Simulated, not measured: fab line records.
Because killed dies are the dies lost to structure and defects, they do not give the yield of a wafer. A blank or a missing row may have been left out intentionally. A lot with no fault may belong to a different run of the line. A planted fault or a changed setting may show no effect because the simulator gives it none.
Comparing a struck lot with a sound one | flow sky130 | 18 out of 708 route steps
Sound: the wafers L722.2, L722.5, L722.6. Wafers L724.1, L724.2, L724.4 were the ones struck. Last of all comes the cause.
Per side, at each step with rows, come the tool, then ch with its chambers, and then its first start. Under that, the readings that differ: sound wafers | struck wafers | difference of the means | sigmas: that difference in standard deviations of wafers without a fault.
alike: words and numbers the same on both sides, and readings whose means are apart by under 2 such deviations; not compared: readings that were withheld, readings missing a value for some wafer, numbers with overlapping values and no deviation given by the record, and bounds like >300 which may hide the same value.
The two part at a step that has a row with sigmas, a row that says differs or no value, or rows on one side only. Non-overlapping numbers with no deviation appear without sigmas and do not part them. A reading that every wafer of one side lacks parts them only if that side has two wafers or more.

SKY_METAL5_STRIP_16: strips in O2/N2.
  sound on plasma-asher-04 ch 0,1, day 45 05:07; struck on plasma-asher-04 ch 0,1, day 45 16:16
  alike: drypump-motor-current-A, oes-product-au, strip-time-to-endpoint-s
  not compared: rf-hours-counter-h
then, 3 steps without rows for these wafers: SKY_METAL5_STRIP_17 (strips in post etch residue remover, time 1200 s); SKY_METAL5_CLEAN_18 (cleans in IPA, time 180 s); SKY_METAL5_CLEAN_19 (cleans in O3/DIW).
SKY_PASSIVATION_CVD_00: deposits SiO2, target thk 90 nm.
  sound on pecvd-02 ch 0,2, day 45 05:43; struck on pecvd-01 ch 0,1,2, day 45 16:51
  alike: heater-power-w
SKY_PASSIVATION_THK_MEAS_01:
  sound on film-metro-04 at day 45 05:47; struck on film-metro-04 at day 45 16:52
  reading                     | sound          | struck         | difference | sigmas
  PASSIVATION_CVD_00_THK (nm) | 90.0 92.6 92.7 | 89.2 88.4 90.2 | -2.5       | -2
SKY_PASSIVATION_CVD_02: deposits Si3N4, target thk 540 nm.
  sound on pecvd-04 ch 0,2, day 45 05:50; struck on pecvd-02 ch 1,2, day 45 16:56
  alike: heater-power-w
SKY_PASSIVATION_THK_MEAS_03:
  sound on film-metro-02 at day 45 06:05; struck on film-metro-01 at day 45 17:10
  alike: PASSIVATION_CVD_02_THK
then, 4 steps without rows for these wafers: SKY_PASSIVATION_DEHYDRATE_04 (time 60 s); SKY_PASSIVATION_HMDS_05 (prime time 60 s); SKY_PASSIVATION_COAT_06 (resist thk 3000 nm); SKY_PASSIVATION_SOFTBAKE_07.
SKY_PASSIVATION_EXPOSE_08: exposes mask NSM, target cd 3000 nm.
  sound on iline-stepper-02 ch 0, day 45 16:34; struck on iline-stepper-02 ch 0, day 46 03:46
  reading              | sound                | struck               | difference | sigmas
  exposure-dose-mJ-cm2 | 259.58 259.69 259.53 | 278.70 278.43 278.14 | +18.82     | +75
  alike: mask
then, 2 steps without rows for these wafers: SKY_PASSIVATION_PEB_09; SKY_PASSIVATION_DEVELOP_10 (develop time 60 s).
SKY_PASSIVATION_ETCH_11: etches the open film in CF4/O2, stops on AlCu, target depth 725 nm, time 161.1 s.
  sound on rie-diel-02 ch 0,3, day 46 03:27; struck on rie-diel-04 ch 1,2,3, day 46 13:48
  reading                      | sound          | struck         | difference | sigmas
  model.PASSIVATION.cd-nm (nm) | 2984 2987 2981 | 3016 3014 3004 | +27        |
  alike: O2_flow_sccm, drypump-motor-current-A, oes-product-au, throttle-valve-pct
  not compared: rf-hours-counter-h
SKY_PASSIVATION_STRIP_12: strips in O2/N2.
  sound on plasma-asher-02 ch 0,1, day 46 03:33; struck on plasma-asher-02 ch 0,1, day 46 13:55
  alike: drypump-motor-current-A, oes-product-au, strip-time-to-endpoint-s
  not compared: rf-hours-counter-h
SKY_PAD_OPEN_PROBE_99:
  sound on prober-02 at day 47 01:49; struck on prober-02 at day 47 13:09
  reading                                | sound                       | struck                      | difference | sigmas
  killed-at-other                        | 1 1 2                       | 0 0 0                       | -1         | -2
  model.etest.nfet_16v.r-on-ohm-um       | 1.41e+04 1.42e+04 1.401e+04 | 1.333e+04 1.34e+04 1.34e+04 | -7.267e+02 |
  model.etest.pfet-g5v0d10v5.r-on-ohm-um | 4852 4842 4796              | 4492 4568 4545              | -295       |
  model.etest.tip-sonos.rs-ohm-sq        | 2686 2656 2669              | 2478 2446 2464              | -208       |
  model.etest.nfet-g5v0d10v5.r-on-ohm-um | 1918 1921 1898              | 1803 1822 1801              | -104       |
  model.etest.nfet-g5v0d10v5.drive-ua-um | 596.9 594 600               | 654.7 653.8 658.8           | +58.8      |
  model.etest.nfet_05v0_nvt.drive-ua-um  | 568.5 568.4 569.1           | 611.4 619.3 617.9           | +47.5      |
  model.etest.pfet-g5v0d10v5.drive-ua-um | 335.5 336.1 341             | 365.1 364.3 364.1           | +27.0      |
  model.etest.nfet_16v.drive-ua-um       | 217.5 218.2 221.9           | 239.7 244 245.1             | +23.7      |
  alike: killed_at_M0_to_M3, killed_at_M4_up, killed-at-contacts, killed-at-front-end, killed-dies, killed-open, killed-short

== WHERE THEY PART ==
At SKY_PASSIVATION_THK_MEAS_01 first; at SKY_PAD_OPEN_PROBE_99 last (within this record only).

WHY: whatever the simulator had introduced
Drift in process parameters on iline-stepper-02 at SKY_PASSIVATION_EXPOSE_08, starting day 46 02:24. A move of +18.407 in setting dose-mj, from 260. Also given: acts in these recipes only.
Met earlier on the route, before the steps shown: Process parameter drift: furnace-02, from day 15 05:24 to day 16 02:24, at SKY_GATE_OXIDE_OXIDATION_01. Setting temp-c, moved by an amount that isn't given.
